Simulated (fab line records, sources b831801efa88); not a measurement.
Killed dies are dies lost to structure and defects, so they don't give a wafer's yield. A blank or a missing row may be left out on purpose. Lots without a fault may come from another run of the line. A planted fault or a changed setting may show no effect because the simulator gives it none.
Which tool did it? | flow sky130 | 6 lots, 18 wafers sampled, at 2 steps of a route of 708

WHAT THE GAUGES READ, wafer by wafer
SKY_METAL4_CD_MEAS_13: target cd 300 nm.
lot  | measured     | on        | cd_nm (nm)
L635 | day 42 16:31 | cd_sem-01 | 300.1 299.0 301.3
L641 | day 44 19:58 | cd_sem-02 | 298.1 299.1 298.2
L647 | day 46 03:40 | cd_sem-01 | 301.8 300.2 301.3
L650 | day 46 18:32 | cd_sem-01 | 301.6 300.9 301.1
L652 | day 47 13:00 | cd_sem-01 | 300.1 297.8 298.3
L655 | day 47 17:11 | cd_sem-01 | 299.7 300.4 298.8

WHICH TOOL RAN EACH LOT (tool, then ch and the chambers of the sampled wafers, then the start)
lot  | SKY_VIA1_CLEAN_18
L635 | wet_bench-01 ch 0, day 34 23:33
L641 | wet_bench-03 ch 0, day 37 10:55
L647 | wet_bench-04 ch 1, day 39 00:01
L650 | wet_bench-04 ch 3, day 39 17:24
L652 | wet_bench-01 ch 0, day 40 16:48
L655 | wet_bench-04 ch 3, day 40 22:02
- SKY_VIA1_CLEAN_18: cleans in IPA, time 180 s.

THE ANSWER, worked out from the rows above alone
Rule: what is usual is taken from the lots themselves. Put in order of their means at a reading, lots are off if they are a third of the lots or fewer, leave a main group of 4 or more, and stand apart from it by a gap of 3 or more times the standard deviation of the main group's means; of several such gaps the widest counts. A main group whose means are all the same, to the digits that the tables above print for the reading, isn't used. A lot without any number at a reading at which 4 lots or more have one is off too. The other lots that the step has rows for count as sound.
No lot is off at any reading shown: from this, nothing can be told.

WHAT THE SIMULATOR HAD PUT IN
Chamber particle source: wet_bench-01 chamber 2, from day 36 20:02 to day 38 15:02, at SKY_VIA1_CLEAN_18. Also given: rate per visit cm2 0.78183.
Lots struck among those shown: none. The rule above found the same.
